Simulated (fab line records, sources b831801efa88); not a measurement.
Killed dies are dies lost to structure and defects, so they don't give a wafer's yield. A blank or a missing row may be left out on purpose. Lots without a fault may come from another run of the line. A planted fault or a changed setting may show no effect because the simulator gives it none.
fab line records | flow sky130
record lots=6 wafers=18 last_day=50
route steps=708 shown FIELD_ISO@25 NWELL@32 DNWELL@35 PAD_OPEN@708
lots that met no fault: from a run of the same line without faults
start_h: hours from the record's first day to the start of the lot's first wafer shown | wait_h: hours since the lot's step before | " the same as in the row above | L1.1+2: a row that stands for several wafers | - no value, or no start given | * or withheld: withheld | < > ~ a bound
route shown NAME@n: a module of which the file shows steps, and the number in the route of the first | usual: mean/standard deviation of fault-free wafers | same: alike in all rows | chamber/n: place in a boat | sites: the reading at each site | _std_site: their standard deviation | _edge_site: outer sites' mean less inner sites' | radius_mm: how far each site lies from the wafer's centre | mask NAME#n: copy n | behind: the tool/chamber that last shaped the wafer | hold: why the lot was held/for how many hours/how that ended | device: the transistor (n, p or np) that didn't switch | end of line: the same wafers' tests at the end of the route | a step without rows: its recipe alone | killed: dies lost to structure and defects at the first sort, not the wafer's yield | map: a wafer's dies, x killed, . not, _ none there
set.NAME: the setting as run; set.NAME@STEP: as run at that earlier step | model.NAME: the simulator's own value behind a step, which no gauge read
lots at some steps of the route; a table a step, a row a wafer
services: from which hour (start_h, from the record's first day; less than 0 if before it) a tool's chamber was out of use, for how many hours, and why
## steps
# step SKY_FIELD_ISO_CVD_24
# recipe material=SiO2 target_thk_nm=595 temp_c=650 sigma_open_frac=0.3 time_s=99.2 sih4_flow_sccm=60 pressure_mtorr=6
# step SKY_FIELD_ISO_THK_MEAS_25
# recipe reads=SiO2_of_FIELD_ISO_CVD_24
# usual FIELD_ISO_CVD_24_THK=593/7
# columns lot.wafer tool chamber start_h wait_h FIELD_ISO_CVD_24_THK[nm]
L398.1 film_metro-03 - 47.99 0.0 596
L398.3 " - " " 595
L398.5 " - " " 597
L402.3 film_metro-02 - 70.04 0.1 593
L402.4 " - " " 601
L402.5 " - " " 594
L406.2 film_metro-03 - 88.28 0.0 590
L406.3 " - " " 603
L406.4 " - " " 584
L413.2 film_metro-01 - 126.61 0.0 588
L413.5 " - " " 589
L413.6 " - " " 598
L417.1 film_metro-01 - 145.49 0.0 585
L417.2 " - " " 591
L417.4 " - " " 583
L418.1 film_metro-03 - 152.16 0.0 595
L418.3 " - " " 604
L418.5 " - " " 609
# step SKY_FIELD_ISO_ANNEAL_26
# recipe temp_c=1000 time_s=1800 ambient=N2
# step SKY_FIELD_ISO_CMP_27
# recipe stop_on=Si3N4 t_overpolish_s=15.25 down_force_psi=4 platen_rpm=60 target_thk_nm=457.8 pad_velocity_m_s=0.94248
# usual edge_zone_pressure_frac=1.001/0.0054 motor_current_A=12.6/1.1 overpolish_run_s=15.249/0.0092 slurry_flow_ml_min=150.0/0.47 time_to_endpoint_s=111/4.5
# columns lot.wafer tool chamber start_h wait_h edge_zone_pressure_frac motor_current_A overpolish_run_s slurry_flow_ml_min time_to_endpoint_s
L398.3 cmp-01 2 50.83 0.1 0.989 13.8 15.246 149.6 117
L398.1 " 3 " " 1.002 12.3 15.239 149.9 113
L398.5 " 0 " " 1.007 11.8 15.272 149.7 112
L402.4 cmp-01 0 72.99 0.1 1.002 11.6 15.250 150.4 112
L402.3 " 3 " " 1.004 11.7 15.255 149.4 109
L402.5 " 1 " " 1.010 11.6 15.253 149.7 105
L406.2 cmp-01 3 90.63 0.0 1.003 12.1 15.258 150.3 114
L406.4 " 0 " " 1.000 12.0 15.241 149.9 116
L406.3 " 2 " " 1.000 14.2 15.240 149.8 118
L413.2 cmp-01 1 128.16 0.0 0.999 10.9 15.232 150.7 106
L413.5 " 1 " " 1.001 11.2 15.237 150.9 108
L413.6 " 2 " " 0.993 13.7 15.255 150.1 120
L417.4 cmp-02 3 149.72 0.0 0.998 12.2 15.247 149.5 109
L417.1 " 0 " " 1.010 14.4 15.240 149.6 111
L417.2 " 2 " " 1.005 11.4 15.255 149.8 106
L418.1 cmp-01 0 155.74 0.1 0.995 11.2 15.252 150.1 118
L418.3 " 1 " " 0.994 12.0 15.232 150.3 114
L418.5 " 3 " " 1.006 11.6 15.253 150.0 118
# step SKY_FIELD_ISO_WET_ETCH_28
# recipe chemistry=dHF target_depth_nm=23.7 target=SiO2 dilution=10:1 temp_c=25 time_s=47
# step SKY_FIELD_ISO_WET_ETCH_29
# recipe chemistry=H3PO4 target_depth_nm=160 target=Si3N4 temp_c=160 time_s=1825
# step SKY_FIELD_ISO_WET_ETCH_30
# recipe chemistry=dHF target_depth_nm=25 target=SiO2 dilution=10:1 temp_c=25 time_s=50
# step SKY_NWELL_CLEAN_00
# recipe chemistry=SC1/SC2 mix=1:4:20 temp_c=70 time_s=150 dry=n2_spin
# step SKY_NWELL_OXIDATION_01
# recipe temp_c=900 ambient=O2 stabilise_s=600 purge_s=300 target_thk_a=100 ox_time_s=1418
# step SKY_NWELL_THK_MEAS_02
# recipe reads=SiO2_of_NWELL_OXIDATION_01
# usual NWELL_OXIDATION_THK=10.06/0.19
# columns lot.wafer tool chamber start_h wait_h NWELL_OXIDATION_THK[nm]
L398.1 film_metro-02 - 53.41 0.0 9.92
L398.3 " - " " 9.75
L398.5 " - " " 9.96
L402.3 film_metro-01 - 75.51 0.0 10.21
L402.4 " - " " 10.08
L402.5 " - " " 10.23
L406.2 film_metro-02 - 95.31 0.0 10.02
L406.3 " - " " 10.13
L406.4 " - " " 10.01
L413.2 film_metro-02 - 130.47 0.0 10.30
L413.5 " - " " 10.16
L413.6 " - " " 10.23
L417.1 film_metro-01 - 153.42 0.0 10.04
L417.2 " - " " 9.87
L417.4 " - " " 9.82
L418.1 film_metro-04 - 159.79 0.0 10.05
L418.3 " - " " 10.05
L418.5 " - " " 9.90
# step SKY_DNWELL_DEHYDRATE_00
# recipe temp_c=200 time_s=60
# step SKY_DNWELL_HMDS_01
# recipe prime_time_s=60 prime_temp_c=120
# step SKY_DNWELL_COAT_02
# recipe spin_rpm=2000 resist_thk_nm=3000
# usual resist_line_temp_C=23.00/0.11 spin_speed_rpm=2000.0/1.3
# columns lot.wafer tool chamber start_h wait_h resist_line_temp_C spin_speed_rpm model.coat_of_DNWELL_COAT_02.thk_nm
L398.1 litho_track-02 0 61.73 0.1 22.88 1999.9 3013
L398.3 " 0 " " 22.79 2000.5 3005
L398.5 " 0 " " 23.01 1998.9 3010
L402.3 litho_track-04 0 83.21 0.1 22.93 2263.0 2821
L402.4 " 0 " " 23.15 2264.2 2819
L402.5 " 0 " " 22.86 2265.0 2821
L406.2 litho_track-04 0 104.09 0.1 22.95 2264.8 2831
L406.3 " 0 " " 23.02 2263.8 2836
L406.4 " 0 " " 23.07 2264.8 2832
L413.2 litho_track-03 0 139.54 0.1 22.85 2000.8 3007
L413.5 " 0 " " 22.79 1998.1 3001
L413.6 " 0 " " 22.90 1999.5 2993
L417.1 litho_track-04 0 162.81 0.1 23.05 1999.0 3002
L417.2 " 0 " " 23.10 1999.9 3005
L417.4 " 0 " " 22.82 2001.2 3021
L418.1 litho_track-04 0 169.41 0.1 23.14 2000.8 3018
L418.3 " 0 " " 23.05 2001.8 3012
L418.5 " 0 " " 22.96 2002.2 3012
# step SKY_DNWELL_SOFTBAKE_03
# recipe temp_c=110 time_s=withheld
# step SKY_DNWELL_EXPOSE_04
# recipe mask_id=DNM na=0.57 target_cd_nm=3000 dose_mj=222
# step SKY_DNWELL_PEB_05
# recipe temp_c=115 time_s=withheld
# step SKY_DNWELL_DEVELOP_06
# recipe wall_angle_deg=90 developer=TMAH develop_time_s=60 dev_temp_c=23
# usual resist_line_temp_C=22.98/0.1
# columns lot.wafer tool chamber start_h wait_h resist_line_temp_C model.coat_of_DNWELL_COAT_02.thk_nm
L398.1 litho_track-02 0 - - 23.08 3009
L398.3 " 0 " " 22.82 3001
L398.5 " 0 " " 23.04 3005
L402.3 litho_track-04 0 - - 22.94 2817
L402.4 " 0 " " 23.01 2815
L402.5 " 0 " " 23.04 2816
L406.2 litho_track-02 0 - - 22.92 2827
L406.3 " 0 " " 23.03 2832
L406.4 " 0 " " 23.01 2828
L413.2 litho_track-03 0 - - 22.95 3003
L413.5 " 0 " " 22.77 2997
L413.6 " 0 " " 22.97 2988
L417.1 litho_track-02 0 - - 22.95 2998
L417.2 " 0 " " 23.08 3000
L417.4 " 0 " " 23.13 3016
L418.1 litho_track-04 0 - - 23.02 3014
L418.3 " 0 " " 22.87 3008
L418.5 " 0 " " 22.92 3008
# step SKY_DNWELL_IMPLANT_07
# recipe species=P energy_kev=withheld dose_cm2=withheld tilt_deg=withheld
# step SKY_DNWELL_STRIP_08
# recipe chemistry=O2/N2 power_w=1400 pressure_mtorr=1500 platen_temp_c=withheld o2_flow_sccm=3000 n2_flow_sccm=300 overash_fraction=0.5
# usual drypump_motor_current_A=5.77/0.29 oes_product_au=0.723/0.0043 strip_time_to_endpoint_s=36.97/0.093
# columns lot.wafer tool chamber start_h wait_h drypump_motor_current_A oes_product_au rf_hours_counter_h strip_time_to_endpoint_s
L398.1 plasma_asher-02 0 70.43 0.1 5.31 0.728 26 37.05
L398.3 " 0 " " 5.32 0.716 - 36.99
L398.5 " 1 " " 6.13 0.723 - 37.03
L402.3 plasma_asher-04 1 91.55 0.1 6.02 0.725 - 34.86
L402.4 " 0 " " 5.60 0.721 - 34.84
L402.5 " 0 " " 5.59 0.728 - 34.88
L406.2 plasma_asher-02 1 113.91 0.1 6.18 0.722 30 35.00
L406.3 " 0 " " 5.33 0.723 - 35.06
L406.4 " 1 " " 6.19 0.712 - 35.02
L413.2 plasma_asher-01 1 150.07 0.1 5.69 0.725 44 37.02
L413.5 " 0 " " 5.83 0.728 - 36.94
L413.6 " 1 " " 5.69 0.724 - 36.82
L417.1 plasma_asher-02 1 173.28 0.1 6.19 0.723 37 36.94
L417.2 " 0 " " 5.31 0.719 37 36.95
L417.4 " 1 " " 6.21 0.726 - 37.15
L418.1 plasma_asher-04 1 180.71 0.1 6.01 0.728 51 37.12
L418.3 " 0 " " 5.57 0.720 - 37.05
L418.5 " 0 " " 5.58 0.725 - 37.05
# step SKY_DNWELL_TW_MEAS_09
# usual DNWELL_TW=1100/5.3
# columns lot.wafer tool chamber start_h wait_h DNWELL_TW
L398.1 film_metro-04 - 70.53 0.1 1099
L398.3 " - " " 1097
L398.5 " - " " 1092
L402.3 film_metro-04 - 91.63 0.1 1095
L402.4 " - " " 1096
L402.5 " - " " 1097
L406.2 film_metro-04 - 114.02 0.1 1096
L406.3 " - " " 1095
L406.4 " - " " 1096
L413.2 film_metro-02 - 150.18 0.1 1094
L413.5 " - " " 1095
L413.6 " - " " 1095
L417.1 film_metro-04 - 173.38 0.1 1086
L417.2 " - " " 1088
L417.4 " - " " 1094
L418.1 film_metro-01 - 180.81 0.1 1109
L418.3 " - " " 1101
L418.5 " - " " 1109
# step SKY_PAD_OPEN_PROBE_99
# usual killed_at_M0_to_M3=42/6.6 killed_at_M4_up=3.0/1.7 killed_at_contacts=24/5.3 killed_at_front_end=15/4.5 killed_at_other=0.2/0.49 killed_dies=83/9 killed_open=45/6.9 killed_short=38/5.8
# same gross_dies=492 killed_at_back_side=0
# columns lot.wafer tool chamber start_h wait_h killed_at_M0_to_M3 killed_at_M4_up killed_at_contacts killed_at_front_end killed_at_other killed_dies killed_open killed_short
L402.3 prober-01 - 1117.86 0.2 52 4 23 20 0 99 49 47
L402.4 prober-01 - 1117.91 0.2 49 1 23 8 0 81 46 35
L402.5 prober-01 - 1117.96 0.2 39 3 29 13 1 85 44 41
L406.2 prober-02 - 1151.66 0.1 53 2 18 21 0 94 47 47
L406.3 prober-02 - 1151.71 0.2 50 7 20 11 0 88 54 34
L406.4 prober-02 - 1151.76 0.2 54 1 19 17 0 91 57 34
L413.2 prober-01 - 1172.29 0.1 46 1 23 11 2 83 41 42
L413.5 prober-01 - 1172.44 0.2 39 4 21 17 0 81 43 37
L413.6 prober-01 - 1172.49 0.2 54 2 16 13 1 86 40 46
L417.1 prober-02 - 1193.10 0.1 38 1 31 16 0 86 46 40
L417.2 prober-02 - 1193.15 0.1 42 1 21 11 0 75 34 41
L417.4 prober-02 - 1193.25 0.2 45 3 25 12 1 86 40 46
L418.1 prober-02 - 1195.91 0.1 38 2 29 18 0 87 52 34
L418.3 prober-02 - 1196.01 0.2 39 4 23 17 0 83 46 37
L418.5 prober-02 - 1196.11 0.2 38 5 24 20 0 87 44 43
# killed by level:class
L402.3 METAL1:geometric_particle:short=9 VIA1:geometric_particle:open=9 CONTACT:geometric_particle:open=7 LI_CONTACT:geometric_particle:open=7 FIELD_ISO:geometric_particle:open=6 VIA1:geometric_particle:short=6 VIA2:geometric_particle:open=6 METAL2:geometric_particle:short=5
L402.4 VIA1:geometric_particle:open=15 VIA2:geometric_particle:open=9 CONTACT:geometric_particle:open=8 CONTACT:geometric_particle:short=6 METAL1:geometric_particle:short=6 POLY_GATE:geometric_particle:short=5 LOCAL_INTERCONNECT:geometric_particle:short=5 LI_CONTACT:geometric_particle:open=4
L402.5 LI_CONTACT:geometric_particle:open=10 CONTACT:geometric_particle:open=9 METAL2:geometric_particle:short=9 VIA1:geometric_particle:open=7 VIA2:geometric_particle:open=5 VIA3:geometric_particle:open=5 CONTACT:geometric_particle:short=4 VIA1:geometric_particle:short=4
L406.2 VIA1:geometric_particle:open=11 FIELD_ISO:geometric_particle:short=9 CONTACT:geometric_particle:open=9 METAL1:geometric_particle:short=9 VIA2:geometric_particle:open=7 VIA3:geometric_particle:open=7 POLY_GATE:geometric_particle:short=6 POLY_GATE:geometric_particle:open=4
L406.3 VIA1:geometric_particle:open=12 VIA3:geometric_particle:open=10 CONTACT:geometric_particle:open=7 VIA2:geometric_particle:open=7 VIA1:geometric_particle:short=5 POLY_GATE:geometric_particle:open=4 LOCAL_INTERCONNECT:geometric_particle:short=4 CONTACT:geometric_particle:short=4
L406.4 VIA1:geometric_particle:open=17 CONTACT:geometric_particle:open=10 VIA2:geometric_particle:open=6 FIELD_ISO:geometric_particle:open=5 POLY_GATE:geometric_particle:short=5 METAL2:geometric_particle:short=5 VIA3:geometric_particle:open=4 CONTACT:geometric_particle:short=4
L413.2 VIA1:geometric_particle:open=9 CONTACT:geometric_particle:open=7 METAL1:geometric_particle:short=7 LI_CONTACT:geometric_particle:open=6 LOCAL_INTERCONNECT:geometric_particle:short=6 METAL2:geometric_particle:short=6 VIA3:geometric_particle:short=5 VIA3:geometric_particle:open=5
L413.5 VIA1:geometric_particle:open=10 LI_CONTACT:geometric_particle:open=6 VIA3:geometric_particle:open=6 FIELD_ISO:geometric_particle:short=5 POLY_GATE:geometric_particle:open=5 LOCAL_INTERCONNECT:geometric_particle:short=5 CONTACT:geometric_particle:open=5 VIA1:geometric_particle:short=5
L413.6 VIA1:geometric_particle:open=13 METAL1:geometric_particle:short=9 METAL2:geometric_particle:short=8 VIA1:geometric_particle:short=8 VIA2:geometric_particle:open=6 CONTACT:geometric_particle:open=5 LI_CONTACT:geometric_particle:open=4 POLY_GATE:geometric_particle:open=3
L417.1 LI_CONTACT:geometric_particle:open=10 CONTACT:geometric_particle:open=8 LI_CONTACT:geometric_particle:short=7 VIA1:geometric_particle:open=7 FIELD_ISO:geometric_particle:short=6 METAL2:geometric_particle:short=6 FIELD_ISO:geometric_particle:open=5 VIA1:geometric_particle:short=5
L417.2 VIA1:geometric_particle:open=9 METAL2:geometric_particle:short=8 LI_CONTACT:geometric_particle:open=7 FIELD_ISO:geometric_particle:short=5 VIA2:geometric_particle:short=5 LOCAL_INTERCONNECT:geometric_particle:short=4 CONTACT:geometric_particle:short=4 CONTACT:geometric_particle:open=4
L417.4 METAL1:geometric_particle:short=9 VIA3:geometric_particle:open=9 LI_CONTACT:geometric_particle:open=7 VIA1:geometric_particle:open=7 CONTACT:geometric_particle:short=6 CONTACT:geometric_particle:open=5 VIA1:geometric_particle:short=5 LOCAL_INTERCONNECT:geometric_particle:short=4
L418.1 LI_CONTACT:geometric_particle:open=12 CONTACT:geometric_particle:open=9 VIA1:geometric_particle:open=9 FIELD_ISO:geometric_particle:open=7 VIA3:geometric_particle:open=7 VIA1:geometric_particle:short=6 FIELD_ISO:geometric_particle:short=5 LOCAL_INTERCONNECT:geometric_particle:short=4
L418.3 VIA2:geometric_particle:open=10 FIELD_ISO:geometric_particle:short=8 VIA1:geometric_particle:open=8 FIELD_ISO:geometric_particle:open=7 CONTACT:geometric_particle:short=6 CONTACT:geometric_particle:open=6 VIA3:geometric_particle:open=6 LI_CONTACT:geometric_particle:open=5
L418.5 LI_CONTACT:geometric_particle:open=11 VIA3:geometric_particle:open=9 METAL2:geometric_particle:short=9 FIELD_ISO:geometric_particle:short=7 FIELD_ISO:geometric_particle:open=6 VIA1:geometric_particle:open=6 LOCAL_INTERCONNECT:geometric_particle:short=5 METAL4:geometric_particle:short=5
## services
# columns tool chamber start_h hours kind
cmp-02 - 62.42 4.2 pm
cmp-02 - 66.64 4.0 pm
cmp-01 - 68.35 0.2 repair
cmp-02 - 70.64 - consumable_replace:conditioner
cmp-02 - 70.64 - consumable_replace:pad
cmp-02 - 70.73 2.3 repair
plasma_asher-01 - 86.29 9.6 repair
cmp-02 - 87.53 14.0 pm
cmp-02 - 106.11 2.4 repair
litho_track-03 - 127.13 - consumable_replace:filter
cmp-01 - 130.78 0.9 repair
plasma_asher-04 - 139.87 9.2 repair
cmp-01 - 160.34 1.2 repair
## key
first_sign step=SKY_DNWELL_COAT_02 reading=spin_speed_rpm direction=up sigmas=99+ usual=2000.0 struck=2264.2
effect step=SKY_DNWELL_STRIP_08 reading=strip_time_to_endpoint_s direction=down sigmas=22 usual=* struck=*
model_effect step=SKY_DNWELL_COAT_02 value=coat_of_DNWELL_COAT_02.thk_nm without=3007 struck=2827
model_effect step=SKY_DNWELL_DEVELOP_06 value=coat_of_DNWELL_COAT_02.thk_nm without=3003 struck=2822
met_at SKY_DNWELL_COAT_02
struck_wafers L402.3,L402.4,L402.5,L406.2,L406.3,L406.4
tester_left_out L402,L406
fault kind=process_parameter_drift tool=litho_track-04 chamber=- onset_h=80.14 steps=SKY_DNWELL_COAT_02 channel=spin_rpm offset=263.15 shape=step end_h=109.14 acts_in=these_recipes_only stated=2000
# tester_left_out: of these lots the tester's yield and bins aren't shown, on N5 and GAA mostly nor the transistor test; their killed dies are dies lost to structure and defects alone, not to doping, threshold or leakage, so they don't give the yield
